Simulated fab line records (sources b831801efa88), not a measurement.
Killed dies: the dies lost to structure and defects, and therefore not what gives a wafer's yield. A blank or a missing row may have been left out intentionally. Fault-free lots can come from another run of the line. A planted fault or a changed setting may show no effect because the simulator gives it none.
One fault seen from 2 desks :: flow sky130 :: each desk holds nothing but its own numbers, with what lay behind them at the end

## FROM THE METROLOGY DESK
What the gauges read, lot by lot, whatever tool the lot ran on: means of the sampled wafers that have a number. Marked OUT: a lot whose mean sits more than 4 standard deviations from the usual mean, which makes it out of limits; the brackets give that distance.
Columns: A = VIA4_OVL at SKY_VIA4_OVL_MEAS_11, usual -0.9 nm; B = VIA4_W_RS at SKY_VIA4_RS_MEAS_19, usual 0.2246 ohm/sq; C = VIA4_W_THK at SKY_VIA4_THK_MEAS_20, usual 494 nm
lot: L468
first seen here: day 43 20:13
A: -2.4
B: 0.2217
C: 498

lot: L474
first seen here: day 45 21:20
A: -2.4
B: 0.2244
C: 493

lot: L481
first seen here: day 47 06:32
A: -2.1
B: 0.2258
C: 491

lot: L484
first seen here: day 47 16:53
A: -1.1
B: 0.2252
C: 493

lot: L487
first seen here: day 48 06:32
A: -2.0
B: 0.2248
C: 492
Result from this desk: across the 5 lots, nothing is out of limits.

## THE TOOL OWNER'S DESK: pvd-sputter-01
The tool's own readings at SKY_METAL5_SPUTTER_01 (material TiN, target thk 20 nm, time 16.7 s): means of the sampled wafers that have a number, for each lot that ran on this tool. Marked OUT: a lot whose mean sits more than 4 standard deviations from the usual mean, which makes it out of limits; the brackets give that distance.
Columns: A = throttle-valve-pct at SKY_METAL5_SPUTTER_01, usual 30.2 %
lot: L468
first seen here: day 43 21:38
A: 31.0

lot: L481
first seen here: day 47 07:57
A: 30.4
Result from this desk: across the 2 lots, nothing is out of limits.

## TAKEN TOGETHER
The metrology desk saw nothing out of limits.
The tool owner's desk saw nothing out of limits.

## WHAT HAD BEEN PUT IN BY THE SIMULATOR
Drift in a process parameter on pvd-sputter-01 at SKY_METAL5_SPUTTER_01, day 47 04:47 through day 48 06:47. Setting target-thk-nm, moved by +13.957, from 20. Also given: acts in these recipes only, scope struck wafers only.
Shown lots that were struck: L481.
